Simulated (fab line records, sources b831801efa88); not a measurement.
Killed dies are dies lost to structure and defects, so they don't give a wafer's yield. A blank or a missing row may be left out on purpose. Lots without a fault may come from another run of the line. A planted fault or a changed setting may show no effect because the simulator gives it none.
Which tool did it? | flow sfq_line | 14 lots, 42 wafers sampled, at 2 steps of a route of 325

WHAT THE GAUGES READ, wafer by wafer
The record holds no reading of a measuring or inspecting step that can be judged against a usual standard deviation.

WHICH TOOL RAN EACH LOT (tool, then ch and the chambers of the sampled wafers, then the start)
lot  | SFQ_TRILAYER_L0_CAP_PECVD_011  | SFQ_TRILAYER_L0_VIA_ETCH_VIA_ETCH_016
L262 | pecvd-04 ch 0,1,2, day 4 08:35 | rie_diel-01 ch 0,1,3, day 6 21:18
L263 | pecvd-03 ch 1,2, day 4 15:48   | rie_diel-04 ch 0,1,3, day 7 09:18
L264 | pecvd-01 ch 1,2, day 4 16:59   | rie_diel-04 ch 0,2,3, day 7 13:17
L265 | pecvd-04 ch 0,1, day 4 23:00   | rie_diel-03 ch 1,2,3, day 8 06:18
L266 | pecvd-03 ch 0,2, day 5 05:49   | rie_diel-03 ch 0,2,3, day 8 17:19
L267 | pecvd-04 ch 1,2, day 5 10:37   | rie_diel-03 ch 0,2,3, day 8 22:07
L268 | pecvd-03 ch 0,1,2, day 5 11:49 | rie_diel-01 ch 2,3, day 9 01:43
L269 | pecvd-03 ch 1,2, day 5 16:37   | rie_diel-03 ch 0,1,3, day 9 05:19
L270 | pecvd-03 ch 0,2, day 5 19:01   | rie_diel-03 ch 0,2,3, day 9 08:55
L278 | pecvd-04 ch 0,1, day 8 04:13   | rie_diel-04 ch 1,2,3, day 12 07:15
L279 | pecvd-01 ch 1,2, day 8 09:30   | rie_diel-01 ch 0,2,3, day 12 14:27
L280 | pecvd-01 ch 0,1,2, day 8 19:20 | rie_diel-04 ch 0,1,3, day 12 21:39
L282 | pecvd-04 ch 0,1,2, day 9 07:20 | rie_diel-04 ch 0,3, day 13 21:28
L285 | pecvd-03 ch 0,1, day 9 22:08   | rie_diel-01 ch 1,2,3, day 14 21:11
- SFQ_TRILAYER_L0_CAP_PECVD_011: deposits SiO2 from SiH4/N2O, time 13.333 s, target thk 60 nm.
- SFQ_TRILAYER_L0_VIA_ETCH_VIA_ETCH_016: etches SiO2 in CHF3, stops on MoNx KI, target depth 80 nm.

WHAT THE TOOLS THEMSELVES READ (means of the sampled wafers that have a number; where no wafer has one, the mark that the record gives instead)
SFQ_TRILAYER_L0_CAP_PECVD_011.
lot  | tool     | heater_power_w (W) | throttle_valve_pct (%)
L262 | pecvd-04 | 86                 | 23.9
L263 | pecvd-03 | 70                 | 25.5
L264 | pecvd-01 | 107                | 26.9
L265 | pecvd-04 | 86                 | 24.2
L266 | pecvd-03 | 84                 | 25.7
L267 | pecvd-04 | 87                 | 23.7
L268 | pecvd-03 | 82                 | 24.9
L269 | pecvd-03 | 68                 | 24.8
L270 | pecvd-03 | 82                 | 25.9
L278 | pecvd-04 | 92                 | 24.1
L279 | pecvd-01 | 107                | 27.6
L280 | pecvd-01 | 89                 | 25.7
L282 | pecvd-04 | 85                 | 24.3
L285 | pecvd-03 | 77                 | 24.0

SFQ_TRILAYER_L0_VIA_ETCH_VIA_ETCH_016.
lot  | tool        | bias_w (W) | drypump_motor_current_A (A) | oes_product_au (a.u.)
L262 | rie_diel-01 | 80.26      | 5.4                         | 0.839
L263 | rie_diel-04 | 79.85      | 5.7                         | 0.842
L264 | rie_diel-04 | 80.13      | 5.5                         | 0.831
L265 | rie_diel-03 | 79.96      | 5.3                         | 0.832
L266 | rie_diel-03 | 79.91      | 5.7                         | 0.845
L267 | rie_diel-03 | 80.07      | 5.7                         | 0.844
L268 | rie_diel-01 | 79.94      | 5.5                         | 0.853
L269 | rie_diel-03 | 79.80      | 5.3                         | 0.806
L270 | rie_diel-03 | 79.95      | 5.7                         | 0.815
L278 | rie_diel-04 | 79.84      | 5.5                         | 0.831
L279 | rie_diel-01 | 79.94      | 5.4                         | 0.829
L280 | rie_diel-04 | 80.06      | 5.7                         | 0.841
L282 | rie_diel-04 | 80.21      | 5.5                         | 0.835
L285 | rie_diel-01 | 80.06      | 5.5                         | 0.847

THE ANSWER, worked out from the rows above alone
Rule: what is usual is taken from the lots themselves. Put in order of their means at a reading, lots are off if they are a third of the lots or fewer, leave a main group of 4 or more, and stand apart from it by a gap of 3 or more times the standard deviation of the main group's means; of several such gaps the widest counts. A main group whose means are all the same, to the digits that the tables above print for the reading, isn't used. A lot without any number at a reading at which 4 lots or more have one is off too. The other lots that the step has rows for count as sound. The gauges are gone through in route order, then the tools' own readings, and for those a lot's mean is taken as printed above. The first step at which some lot is off is used, and at that step the reading that is off furthest; a lot without a number counts as furthest.
No lot is off at any reading shown: from this, nothing can be told.

WHAT THE SIMULATOR HAD PUT IN
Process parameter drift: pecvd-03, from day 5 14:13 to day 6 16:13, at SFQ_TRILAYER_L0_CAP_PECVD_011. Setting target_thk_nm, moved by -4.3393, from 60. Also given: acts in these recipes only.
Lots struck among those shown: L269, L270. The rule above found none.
